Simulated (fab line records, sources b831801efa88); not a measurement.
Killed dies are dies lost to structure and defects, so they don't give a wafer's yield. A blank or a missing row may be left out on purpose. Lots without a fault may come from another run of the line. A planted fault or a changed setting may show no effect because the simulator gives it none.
Chamber matching | flow sky130 | SKY_METAL4_ETCH_17 on rie_diel-03: 4 sister chambers
The step etches SiO2 in C4F8/O2/Ar, stops on TiN, time 3.9 s, target depth 15 nm. 30 wafers are shown with their chamber, then 12 later ones without.

WAFERS WITH THEIR CHAMBER
wafer  | chamber | oes_product_au (a.u.)
L076.2 | 1       | 0.753
L076.4 | 3       | 0.758
L076.5 | 1       | 0.752
L079.2 | 1       | 0.755
L079.5 | 0       | 0.758
L079.6 | 1       | 0.764
L081.1 | 0       | 0.755
L081.4 | 3       | 0.765
L081.5 | 2       | 0.766
L082.1 | 3       | 0.744
L082.2 | 0       | 0.758
L082.3 | 1       | 0.758
L082.4 | 2       | 0.758
L082.5 | 0       | 0.750
L082.6 | 1       | 0.754
L083.1 | 3       | 0.754
L083.2 | 1       | 0.759
L083.3 | 0       | 0.765
L087.2 | 1       | 0.748
L087.3 | 0       | 0.746
L087.6 | 1       | 0.762
L089.1 | 2       | 0.759
L089.2 | 0       | 0.751
L089.3 | 1       | 0.740
L089.4 | 2       | 0.756
L089.5 | 1       | 0.753
L089.6 | 0       | 0.764
L091.1 | 0       | 0.763
L091.2 | 2       | 0.749
L091.3 | 1       | 0.761

SIGNATURES (means of the wafers above)
reading        | chamber 0 | chamber 1 | chamber 2 | chamber 3 | scatter within a chamber
oes_product_au | 0.75667   | 0.75492   | 0.75760   | 0.75525   | 0.00686
Rule: a wafer's distance from a chamber is the root of the sum, over the readings, of the square of ((its reading less the chamber's mean) divided by the reading's scatter). The wafer belongs to the nearest chamber; if the next one is less than 2 further off, it can't be placed. The scatter: the root of (the sum of the squares of (reading less its chamber's mean) over the shown wafers, divided by (wafers less chambers)).

WAFERS WITHOUT THEIR CHAMBER
wafer  | oes_product_au (a.u.)
L091.4 | 0.757
L091.5 | 0.770
L091.6 | 0.766
L093.1 | 0.756
L093.2 | 0.746
L093.4 | 0.754
L094.1 | 0.744
L094.2 | 0.743
L094.3 | 0.750
L094.4 | 0.758
L094.5 | 0.758
L094.6 | 0.750

WHICH CHAMBER EACH WENT THROUGH
wafer  | from the rows above               | in truth
L091.4 | can't be placed: 0 or 2 or 3 or 1 | 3
L091.5 | can't be placed: 2 or 0 or 3 or 1 | 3
L091.6 | can't be placed: 2 or 0 or 3 or 1 | 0
L093.1 | can't be placed: 0 or 3 or 1 or 2 | 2
L093.2 | can't be placed: 1 or 3 or 0 or 2 | 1
L093.4 | can't be placed: 1 or 3 or 0 or 2 | 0
L094.1 | can't be placed: 1 or 3 or 0 or 2 | 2
L094.2 | can't be placed: 1 or 3 or 0 or 2 | 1
L094.3 | can't be placed: 1 or 3 or 0 or 2 | 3
L094.4 | can't be placed: 2 or 0 or 3 or 1 | 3
L094.5 | can't be placed: 2 or 0 or 3 or 1 | 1
L094.6 | can't be placed: 1 or 3 or 0 or 2 | 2
Placed correctly: 0 of 12. Can't be placed from these rows: 12 (the true chamber is among the candidates in 12). Placed wrongly: 0.
